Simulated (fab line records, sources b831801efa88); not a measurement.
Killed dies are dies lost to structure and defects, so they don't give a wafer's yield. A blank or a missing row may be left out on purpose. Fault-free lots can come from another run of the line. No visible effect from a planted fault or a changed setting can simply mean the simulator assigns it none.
fab line records    flow sky130
[record] lots = 6  wafers = 18  last-day = 50
route steps=708 shown METAL4@627 VIA4@639 PAD_OPEN@708
lots that met no fault: taken from a fault-free run of the same line
start-h: the number of hours between the record's first day and the start of the first shown wafer of the lot    wait-h: hours elapsed since this lot's preceding step    " identical to the entry in the row above    L1.1+2: a single row standing in for several wafers    - either no value or no given start    * or withheld: withheld    < > ~ a bound
route shown NAME@n: names a module that has steps shown in the file, with the first one's number in the route    usual: mean and standard deviation over wafers with no fault    same: alike in all rows    chamber/n: place in a boat    sites: the reading at each site    _std_site: their standard deviation    _edge_site: inner sites' mean taken away from outer sites' mean    radius-mm: how far each site lies from the wafer's centre    mask NAME#n: copy n    behind: the tool/chamber that last shaped the wafer    hold: cause of the lot's hold/its duration in hours/its outcome    device: names the non-switching transistor (n, p or np)    end of line: the route-end tests of the same wafers    where a step has no rows: the recipe by itself    killed: dies lost to structure and defects at the first sort, not the wafer's yield    map: a wafer's dies, marking killed ones x, the rest . and places with no die _
set.NAME: the setting the step ran with; set.NAME@STEP: the setting that earlier step ran with    model.NAME: the simulator's own value behind a step, which no gauge read
certain route steps with their lots: each step a table, each wafer a row
services: when a tool's chamber went out of use (start-h, in hours from the record's first day, below 0 if earlier), for how many hours, and the reason
[[steps]]
[step SKY_METAL4_PEB_11]
[recipe] peb-temp-c = withheld  peb-time-s = withheld  resist = KrF-thick
[step SKY_METAL4_DEVELOP_12]
[recipe] develop-time-s = 60  resist = KrF-thick  dev-temp-c = 21
[step SKY_METAL4_CD_MEAS_13]
[recipe] target-cd-nm = 300
[usual] cd-nm = 299.9/1.4
lot.wafer  tool       chamber  start-h  wait-h  cd-nm
L485.1     cd-sem-02  -        1021.45  -       298.2
L485.3     "          -        "        "       297.0
L485.4     "          -        "        "       297.6
L489.2     cd-sem-01  -        1050.07  -       299.7
L489.4     "          -        "        "       300.8
L489.5     "          -        "        "       298.8
L497.1     cd-sem-01  -        1083.25  -       301.8
L497.2     "          -        "        "       301.3
L497.4     "          -        "        "       301.0
L499.1     cd-sem-01  -        1096.85  -       300.4
L499.2     "          -        "        "       299.9
L499.5     "          -        "        "       301.2
L502.1     cd-sem-01  -        1105.55  -       298.8
L502.3     "          -        "        "       300.3
L502.6     "          -        "        "       301.3
L503.2     cd-sem-02  -        1116.42  -       301.0
L503.4     "          -        "        "       301.1
L503.6     "          -        "        "       304.1
[step SKY_METAL4_OVL_MEAS_14]
[usual] METAL4_OVL = -3/5.8
lot.wafer  tool        chamber  start-h  wait-h  METAL4_OVL[nm]
L485.1     overlay-02  -        1021.57  0.1     -14
L485.3     "           -        "        "       -6
L485.4     "           -        "        "       -2
L489.2     overlay-02  -        1050.17  0.1     -2
L489.4     "           -        "        "       2
L489.5     "           -        "        "       -4
L497.1     overlay-01  -        1083.37  0.1     -16
L497.2     "           -        "        "       -12
L497.4     "           -        "        "       -9
L499.1     overlay-02  -        1096.97  0.1     -12
L499.2     "           -        "        "       -8
L499.5     "           -        "        "       -8
L502.1     overlay-02  -        1105.67  0.1     -7
L502.3     "           -        "        "       -7
L502.6     "           -        "        "       -5
L503.2     overlay-01  -        1116.53  0.1     -4
L503.4     "           -        "        "       1
L503.6     "           -        "        "       -12
[step SKY_METAL4_DESCUM_15]
[recipe] chemistry = O2  source-power-w = 150  bias-power-w = 0  pressure-mtorr = 10  temp-c = 40  time-s = 8
[usual] drypump-motor-current-A = 5.90/0.17  oes-product-au = 0.994/0.0081
[same] bias-power-w = 0
lot.wafer  tool          chamber  start-h  wait-h  drypump-motor-current-A  oes-product-au  rf-hours-counter-h
L485.1     rie-metal-02  1        1021.61  0.0     5.67                     0.996           7
L485.3     "             1        "        "       5.67                     0.985           -
L485.4     "             0        "        "       6.14                     1.005           -
L489.2     rie-metal-02  1        1050.20  0.0     5.66                     0.990           9
L489.4     "             1        "        "       5.65                     0.987           -
L489.5     "             0        "        "       6.14                     0.991           -
L497.1     rie-metal-02  1        1083.41  0.0     5.63                     0.986           12
L497.2     "             0        "        "       6.13                     0.993           8
L497.4     "             1        "        "       5.65                     0.979           -
L499.1     rie-metal-04  1        1097.01  0.0     5.79                     1.005           15
L499.2     "             0        "        "       5.73                     0.991           11
L499.5     "             0        "        "       5.75                     0.995           -
L502.1     rie-metal-01  0        1105.70  0.0     6.01                     0.991           24
L502.3     "             1        "        "       5.96                     1.010           -
L502.6     "             0        "        "       6.02                     0.993           -
L503.2     rie-metal-02  0        1116.56  0.0     6.14                     0.978           11
L503.4     "             0        "        "       6.14                     0.984           -
L503.6     "             1        "        "       5.66                     0.984           -
[step SKY_METAL4_ETCH_16]
[recipe] chemistry = N2/H2  target = BARC  ion-energy-ev = 200  bias-w = 100  pressure-mtorr = 30  n2-flow-sccm = 100  h2-flow-sccm = 200  icp-w = 500  stop-on = SiO2  time-s = 88.2  target-depth-a = 600
[usual] drypump-motor-current-A = 5.91/0.17  oes-product-au = 0.625/0.0047  throttle-valve-pct = 13.205/0.01
lot.wafer  tool          chamber  start-h  wait-h  drypump-motor-current-A  oes-product-au  rf-hours-counter-h  throttle-valve-pct
L485.1     rie-metal-02  1        1021.64  0.0     5.65                     0.624           7                   13.200
L485.3     "             1        "        "       5.69                     0.621           -                   13.192
L485.4     "             0        "        "       6.14                     0.631           -                   13.217
L489.2     rie-metal-02  1        1050.23  0.0     5.65                     0.630           9                   13.202
L489.4     "             1        "        "       5.66                     0.622           -                   13.203
L489.5     "             0        "        "       6.14                     0.631           -                   13.225
L497.1     rie-metal-02  1        1083.44  0.0     5.67                     0.624           12                  13.214
L497.2     "             0        "        "       6.16                     0.629           8                   13.205
L497.4     "             1        "        "       5.64                     0.622           -                   13.206
L499.1     rie-metal-04  1        1097.04  0.0     5.78                     0.624           15                  13.203
L499.2     "             0        "        "       5.75                     0.626           11                  13.190
L499.5     "             0        "        "       5.76                     0.635           -                   13.191
L502.1     rie-metal-01  0        1105.73  0.0     5.98                     0.617           24                  13.213
L502.3     "             1        "        "       5.97                     0.628           -                   13.190
L502.6     "             0        "        "       5.99                     0.619           -                   13.216
L503.2     rie-metal-02  0        1116.59  0.0     6.15                     0.622           11                  13.198
L503.4     "             0        "        "       6.16                     0.627           -                   13.201
L503.6     "             1        "        "       5.64                     0.636           -                   13.198
[step SKY_METAL4_ETCH_17]
[recipe] target = SiO2  stop-on = TiN  chemistry = C4F8/O2/Ar  source-w = 1500  bias-w = 1200  pressure-mtorr = 40  c4f8-flow-sccm = withheld  O2_flow_sccm = 6  Ar_flow_sccm = 300  time-s = 3.9  target-depth-a = 150
[usual] oes-product-au = 0.755/0.0068
lot.wafer  tool         chamber  start-h  wait-h  oes-product-au  rf-hours-counter-h
L485.1     rie-diel-01  3        1021.74  0.1     0.757           15
L485.3     "            1        "        "       0.752           12
L485.4     "            1        "        "       0.753           -
L489.2     rie-diel-01  2        1050.33  0.1     0.745           14
L489.4     "            3        "        "       0.763           16
L489.5     "            2        "        "       0.755           -
L497.1     rie-diel-01  0        1083.54  0.1     0.751           20
L497.2     "            2        "        "       0.752           15
L497.4     "            3        "        "       0.751           17
L499.1     rie-diel-04  1        1097.14  0.1     0.745           15
L499.2     "            3        "        "       0.763           14
L499.5     "            3        "        "       0.759           -
L502.1     rie-diel-04  2        1105.83  0.1     0.748           30
L502.3     "            1        "        "       0.755           16
L502.6     "            3        "        "       0.775           -
L503.2     rie-diel-01  1        1116.69  0.1     0.757           15
L503.4     "            2        "        "       0.758           17
L503.6     "            2        "        "       0.765           -
[step SKY_METAL4_METAL_ETCH_18]
[recipe] target-depth-a = 8450  stop-on = SiO2  over-etch-frac = 0.3  time-s = 183.1  chemistry = Cl2/BCl3  resist-sidewall-deg = 88  pressure-mtorr = 10  icp-w = 900  bias-w = 48.5  Cl2_flow_sccm = 60  bcl3-flow-sccm = 30
[step SKY_METAL4_STRIP_19]
[recipe] chemistry = O2/N2  power-w = 1400  pressure-mtorr = 1500  platen-temp-c = withheld  o2-flow-sccm = 3000  n2-flow-sccm = 300  overash-fraction = 0.5
[usual] drypump-motor-current-A = 5.5/0.55  oes-product-au = 0.504/0.0056  strip-time-to-endpoint-s = 6.57/0.063
lot.wafer  tool             chamber  start-h  wait-h  drypump-motor-current-A  oes-product-au  rf-hours-counter-h  strip-time-to-endpoint-s
L485.1     plasma-asher-01  1        1021.94  0.1     6.2                      0.509           59                  6.67
L485.3     "                1        "        "       6.2                      0.500           -                   6.61
L485.4     "                0        "        "       5.3                      0.510           -                   6.57
L489.2     plasma-asher-01  1        1050.53  0.1     6.2                      0.499           61                  6.53
L489.4     "                1        "        "       6.3                      0.508           -                   6.52
L489.5     "                0        "        "       5.2                      0.501           -                   6.58
L497.1     plasma-asher-02  1        1083.73  0.1     5.9                      0.501           91                  6.60
L497.2     "                0        "        "       4.7                      0.506           91                  6.52
L497.4     "                0        "        "       4.8                      0.492           -                   6.53
L499.1     plasma-asher-04  1        1097.33  0.1     6.0                      0.494           37                  6.55
L499.2     "                0        "        "       5.2                      0.502           37                  6.50
L499.5     "                0        "        "       5.2                      0.506           -                   6.56
L502.1     plasma-asher-01  0        1106.03  0.1     5.3                      0.503           67                  6.46
L502.3     "                0        "        "       5.3                      0.508           -                   6.52
L502.6     "                0        "        "       5.3                      0.505           -                   6.60
L503.2     plasma-asher-02  0        1116.89  0.1     4.8                      0.506           95                  6.59
L503.4     "                1        "        "       5.9                      0.499           -                   6.47
L503.6     "                0        "        "       4.7                      0.501           -                   6.55
[step SKY_METAL4_STRIP_20]
[recipe] chemistry = post-etch-residue-remover  time-s = 1200  temp-c = 72.5
[step SKY_METAL4_CLEAN_21]
[recipe] chemistry = IPA  time-s = 180  temp-c = 25
[step SKY_METAL4_CLEAN_22]
[recipe] chemistry = O3/DIW  dry = n2-spin
[step SKY_VIA4_HDPCVD_00]
[recipe] material = SiO2  target-thk-nm = 1750  sigma-open-frac = 0.3  time-s = 291.7  temp-c = 400  sih4-flow-sccm = 60  pressure-mtorr = 6
lot.wafer  tool       chamber  start-h  wait-h  model.SiO2_of_VIA4_HDPCVD_00.thk-nm
L485.1     hdpcvd-01  2        1022.53  0.0     1739
L485.3     "          1        "        "       1755
L485.4     "          2        "        "       1751
L489.2     hdpcvd-02  1        1051.13  0.0     1747
L489.4     "          2        "        "       1770
L489.5     "          0        "        "       1740
L497.1     hdpcvd-01  0        1084.33  0.0     830
L497.2     "          2        "        "       840
L497.4     "          1        "        "       804.2
L499.1     hdpcvd-01  1        1097.93  0.0     825
L499.2     "          0        "        "       819.6
L499.5     "          2        "        "       828.2
L502.1     hdpcvd-02  1        1106.63  0.0     1730
L502.3     "          0        "        "       1717
L502.6     "          1        "        "       1721
L503.2     hdpcvd-02  2        1117.48  0.0     1773
L503.4     "          2        "        "       1756
L503.6     "          1        "        "       1742
[step SKY_VIA4_THK_MEAS_01]
[recipe] reads = SiO2_of_VIA4_HDPCVD_00
[usual] VIA4_HDPCVD_THK = 1745/18
lot.wafer  tool           chamber  start-h  wait-h  VIA4_HDPCVD_THK[nm]
L485.1     film-metro-03  -        1022.71  0.1     1738
L485.3     "              -        "        "       1754
L485.4     "              -        "        "       1752
L489.2     film-metro-04  -        1051.32  0.1     1747
L489.4     "              -        "        "       1771
L489.5     "              -        "        "       1740
L497.1     film-metro-03  -        1084.51  0.1     831
L497.2     "              -        "        "       840
L497.4     "              -        "        "       804
L499.1     film-metro-04  -        1098.11  0.1     825
L499.2     "              -        "        "       819
L499.5     "              -        "        "       828
L502.1     film-metro-01  -        1106.80  0.1     1729
L502.3     "              -        "        "       1716
L502.6     "              -        "        "       1720
L503.2     film-metro-03  -        1117.67  0.1     1773
L503.4     "              -        "        "       1755
L503.6     "              -        "        "       1743
[step SKY_VIA4_CMP_02]
[recipe] material = SiO2  down-force-psi = 4  platen-rpm = 60  pad-velocity-m-s = 0.94248
[usual] motor-current-A = 11.7/1.8  slurry-filter-dp-kPa = 13.51/0.13
lot.wafer  tool    chamber  start-h  wait-h  motor-current-A  slurry-filter-dp-kPa
L485.1     cmp-01  2        1022.77  0.1     12.4             13.50
L485.4     "       0        "        "       8.4              13.67
L485.3     "       1        "        "       12.4             13.58
L489.4     cmp-01  3        1051.37  0.0     10.7             13.48
L489.2     "       2        "        "       12.4             13.62
L489.5     "       3        "        "       10.5             13.67
L497.4     cmp-01  2        1084.76  0.2     12.5             13.53
L497.1     "       3        "        "       10.1             13.46
L497.2     "       1        "        "       13.0             13.55
L499.2     cmp-01  1        1098.22  0.1     13.1             13.55
L499.1     "       2        "        "       12.8             13.40
L499.5     "       1        "        "       12.9             13.43
L502.1     cmp-01  1        1107.34  0.5     13.0             13.54
L502.3     "       0        "        "       9.2              13.49
L502.6     "       2        "        "       12.4             13.58
L503.2     cmp-01  2        1117.72  0.0     13.2             13.52
L503.4     "       1        "        "       13.0             13.72
L503.6     "       2        "        "       12.4             13.43
[step SKY_PAD_OPEN_PROBE_99]
[usual] defect-limited-yield = 82.3/1.8  killed_at_M0_to_M3 = 44/6.9  killed_at_M4_up = 3.3/1.7  killed-at-contacts = 24/5.5  killed-at-front-end = 16/4.5  killed-at-other = 0.2/0.46  killed-dies = 87/9.1  killed-open = 48/7.3  killed-short = 39/6.2
[same] gross-dies = 492  killed-at-back-side = 0
lot.wafer  tool       chamber  start-h  wait-h  defect-limited-yield[%]  killed_at_M0_to_M3  killed_at_M4_up  killed-at-contacts  killed-at-front-end  killed-at-other  killed-dies  killed-open  killed-short  model.etest.tester.sort-n-pass  model.etest.tester.sort-yield-pct  model.etest.tester.sort_bin_3_pct  model.etest.met5-comb.leak-log10-a-um  model.etest.tester.sort_bin_8_pct
L485.1     prober-01  -        1114.59  0.1     81.7                     40                  2                31                  17                   0                90           51           39            402                             81.71                              0.813                              -11.98                                 0
L485.3     prober-01  -        1114.69  0.2     87.4                     36                  3                13                  10                   0                62           30           32            430                             87.4                               0.4065                             -12.08                                 0
L485.4     prober-01  -        1114.74  0.2     83.1                     48                  3                18                  14                   0                83           37           46            409                             83.13                              1.016                              -11.99                                 0
L489.2     prober-01  -        1140.21  0.1     84.8                     32                  3                22                  17                   1                75           40           35            417                             84.76                              0.813                              -12                                    0
L489.4     prober-01  -        1140.31  0.2     86.0                     39                  4                19                  7                    0                69           39           30            423                             85.98                              0.6098                             -11.98                                 0
L489.5     prober-01  -        1140.36  0.2     83.3                     43                  7                14                  18                   0                82           41           41            410                             83.33                              1.423                              -11.74                                 0
L497.1     prober-01  -        1169.42  0.1     83.9                     38                  5                24                  12                   0                79           39           40            218                             44.31                              40.24                              -6.976                                 3.366e-06
L497.2     prober-01  -        1169.47  0.1     81.9                     36                  6                35                  12                   0                89           55           34            225                             45.73                              36.58                              -7.088                                 0.000611
L497.4     prober-01  -        1169.57  0.2     84.3                     48                  4                18                  7                    0                77           43           34            247                             50.2                               34.96                              -7.034                                 6.752e-06
L499.1     prober-02  -        1179.41  0.1     80.9                     46                  4                29                  14                   1                94           53           41            212                             43.09                              39.02                              -6.938                                 5.722e-06
L499.2     prober-02  -        1179.46  0.1     81.7                     51                  2                24                  12                   1                90           53           37            242                             49.19                              33.13                              -7.205                                 3.139e-06
L499.5     prober-02  -        1179.61  0.2     83.9                     53                  4                15                  6                    1                79           49           30            216                             43.9                               41.06                              -7.06                                  1.649e-07
L502.1     prober-01  -        1186.37  0.1     83.1                     46                  4                16                  17                   0                83           46           37            409                             83.13                              0.813                              -11.84                                 0
L502.3     prober-01  -        1186.47  0.2     81.7                     37                  4                30                  19                   0                90           48           39            402                             81.71                              1.016                              -12.02                                 0
L502.6     prober-01  -        1186.62  0.2     80.7                     37                  3                30                  24                   1                95           53           42            397                             80.69                              0.4065                             -11.98                                 0
L503.2     prober-02  -        1195.82  0.1     82.9                     38                  5                26                  15                   0                84           45           39            408                             82.93                              0.4065                             -12.01                                 0
L503.4     prober-02  -        1195.92  0.2     81.3                     46                  4                22                  20                   0                92           59           31            400                             81.3                               0.813                              -12.05                                 0
L503.6     prober-02  -        1196.02  0.2     85.2                     34                  3                22                  14                   0                73           42           31            419                             85.16                              0.6098                             -11.93                                 0
// killed by level:class
L485.1 CONTACT:geometric-particle:open=12 VIA1:geometric-particle:open=9 VIA2:geometric-particle:open=9 CONTACT:geometric-particle:short=7 LI_CONTACT:geometric-particle:open=6 LOCAL_INTERCONNECT:geometric-particle:short=6 POLY_GATE:geometric-particle:open=5 METAL3:geometric-particle:short=5
L485.3 METAL2:geometric-particle:short=7 METAL1:geometric-particle:short=6 CONTACT:geometric-particle:open=6 VIA1:geometric-particle:open=5 VIA1:geometric-particle:short=4 VIA3:geometric-particle:open=4 SPACER:geometric-particle:open=3 LI_CONTACT:geometric-particle:open=3
L485.4 VIA1:geometric-particle:open=11 VIA1:geometric-particle:short=8 METAL2:geometric-particle:short=7 FIELD_ISO:geometric-particle:short=6 VIA3:geometric-particle:open=6 LI_CONTACT:geometric-particle:open=5 VIA3:geometric-particle:short=5 LI_CONTACT:geometric-particle:short=4
L489.2 LI_CONTACT:geometric-particle:open=6 CONTACT:geometric-particle:short=5 CONTACT:geometric-particle:open=5 VIA2:geometric-particle:open=5 FIELD_ISO:geometric-particle:open=4 LOCAL_INTERCONNECT:geometric-particle:short=4 METAL1:geometric-particle:short=4 VIA3:geometric-particle:open=4
L489.4 VIA2:geometric-particle:open=11 METAL2:geometric-particle:short=6 VIA1:geometric-particle:open=6 VIA3:geometric-particle:open=6 LI_CONTACT:geometric-particle:open=5 LOCAL_INTERCONNECT:geometric-particle:short=5 CONTACT:geometric-particle:open=5 METAL3:geometric-particle:short=4
L489.5 METAL1:geometric-particle:short=9 POLY_GATE:geometric-particle:open=7 VIA1:geometric-particle:open=7 VIA2:geometric-particle:open=6 METAL2:geometric-particle:short=5 FIELD_ISO:geometric-particle:short=4 LI_CONTACT:geometric-particle:open=4 CONTACT:geometric-particle:open=4
L497.1 CONTACT:geometric-particle:open=9 VIA1:geometric-particle:open=9 VIA2:geometric-particle:open=7 FIELD_ISO:geometric-particle:short=5 LI_CONTACT:geometric-particle:open=5 CONTACT:geometric-particle:short=5 METAL2:geometric-particle:short=5 VIA2:geometric-particle:short=5
L497.2 CONTACT:geometric-particle:open=16 VIA1:geometric-particle:open=10 LI_CONTACT:geometric-particle:open=7 CONTACT:geometric-particle:short=6 METAL1:geometric-particle:short=5 VIA3:geometric-particle:open=5 FIELD_ISO:geometric-particle:open=4 POLY_GATE:geometric-particle:open=4
L497.4 VIA1:geometric-particle:open=15 CONTACT:geometric-particle:open=7 LI_CONTACT:geometric-particle:open=7 METAL3:geometric-particle:short=6 VIA2:geometric-particle:open=5 VIA1:geometric-particle:short=5 METAL1:geometric-particle:short=4 METAL2:geometric-particle:short=4
L499.1 VIA1:geometric-particle:open=11 CONTACT:geometric-particle:open=9 LI_CONTACT:geometric-particle:open=8 VIA2:geometric-particle:open=8 METAL1:geometric-particle:short=7 CONTACT:geometric-particle:short=6 VIA3:geometric-particle:open=6 POLY_GATE:geometric-particle:open=5
L499.2 VIA2:geometric-particle:open=12 CONTACT:geometric-particle:open=11 METAL1:geometric-particle:short=8 VIA3:geometric-particle:open=8 VIA1:geometric-particle:open=7 FIELD_ISO:geometric-particle:short=4 LOCAL_INTERCONNECT:geometric-particle:short=4 VIA1:geometric-particle:short=4
L499.5 VIA3:geometric-particle:open=13 VIA1:geometric-particle:open=12 CONTACT:geometric-particle:open=9 METAL2:geometric-particle:short=6 VIA1:geometric-particle:short=5 VIA2:geometric-particle:open=5 METAL1:geometric-particle:short=3 VIA2:geometric-particle:short=3
L502.1 VIA1:geometric-particle:open=14 POLY_GATE:geometric-particle:open=7 METAL1:geometric-particle:short=7 CONTACT:geometric-particle:open=6 METAL2:geometric-particle:short=6 FIELD_ISO:geometric-particle:open=5 VIA1:geometric-particle:short=4 VIA2:geometric-particle:open=4
L502.3 CONTACT:geometric-particle:open=11 LI_CONTACT:geometric-particle:open=9 VIA1:geometric-particle:open=8 POLY_GATE:geometric-particle:short=7 VIA1:geometric-particle:short=5 CONTACT:geometric-particle:short=5 VIA3:geometric-particle:open=5 VIA3:geometric-particle:short=5
L502.6 CONTACT:geometric-particle:open=16 VIA1:geometric-particle:open=12 POLY_GATE:geometric-particle:short=11 LI_CONTACT:geometric-particle:open=5 POLY_GATE:geometric-particle:open=4 CONTACT:geometric-particle:short=4 VIA3:geometric-particle:open=4 METAL2:geometric-particle:short=4
L503.2 VIA1:geometric-particle:open=11 CONTACT:geometric-particle:open=9 LI_CONTACT:geometric-particle:open=6 FIELD_ISO:geometric-particle:short=5 FIELD_ISO:geometric-particle:open=5 CONTACT:geometric-particle:short=5 METAL1:geometric-particle:short=5 VIA1:geometric-particle:short=5
L503.4 VIA1:geometric-particle:open=11 VIA3:geometric-particle:open=11 LI_CONTACT:geometric-particle:open=8 VIA2:geometric-particle:open=8 CONTACT:geometric-particle:open=8 FIELD_ISO:geometric-particle:short=5 FIELD_ISO:geometric-particle:open=5 POLY_GATE:geometric-particle:open=4
L503.6 LI_CONTACT:geometric-particle:open=9 VIA1:geometric-particle:open=8 VIA3:geometric-particle:open=8 CONTACT:geometric-particle:open=6 FIELD_ISO:geometric-particle:short=5 LI_CONTACT:geometric-particle:short=5 VIA2:geometric-particle:open=5 FIELD_ISO:geometric-particle:open=4
[[services]]
tool             chamber  start-h  hours  kind
rie-metal-01     -        1013.32  4.3    pm
rie-diel-01      0        1019.76  6.4    repair
cmp-01           -        1025.01  7.0    pm
rie-metal-04     1        1034.79  9.1    repair
cmp-01           -        1044.48  0.9    repair
rie-diel-01      0        1045.40  2.2    repair
rie-metal-02     0        1050.36  7.2    repair
rie-diel-01      3        1061.44  2.4    repair
rie-metal-01     1        1070.85  1.1    repair
rie-diel-01      -        1075.21  5.2    repair
rie-metal-02     1        1102.33  3.0    repair
cmp-01           -        1103.11  2.6    repair
plasma-asher-04  -        1113.01  6.8    repair
[[key]]
[first-sign] step = SKY_VIA4_THK_MEAS_01  reading = VIA4_HDPCVD_THK  direction = down  sigmas = 50  usual = 1745  struck = 825
effect none on later readings
[model-effect] step = SKY_VIA4_HDPCVD_00  value = SiO2_of_VIA4_HDPCVD_00.thk-nm  without = 1734  struck = 824.5
[model-effect] step = SKY_PAD_OPEN_PROBE_99  value = etest.tester.sort-n-pass  without = 407.3  struck = 226.7
met-at SKY_VIA4_HDPCVD_00
struck-wafers L497.1,L497.2,L497.4,L499.1,L499.2,L499.5
onset-between 1022.53 1084.33
[fault] kind = process-parameter-drift  tool = hdpcvd-01  chamber = -  onset-h = 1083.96  steps = SKY_VIA4_HDPCVD_00  channel = target-thk-nm  offset = -909.83  shape = step  end-h = 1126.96  acts-in = these-recipes-only  stated = 1750
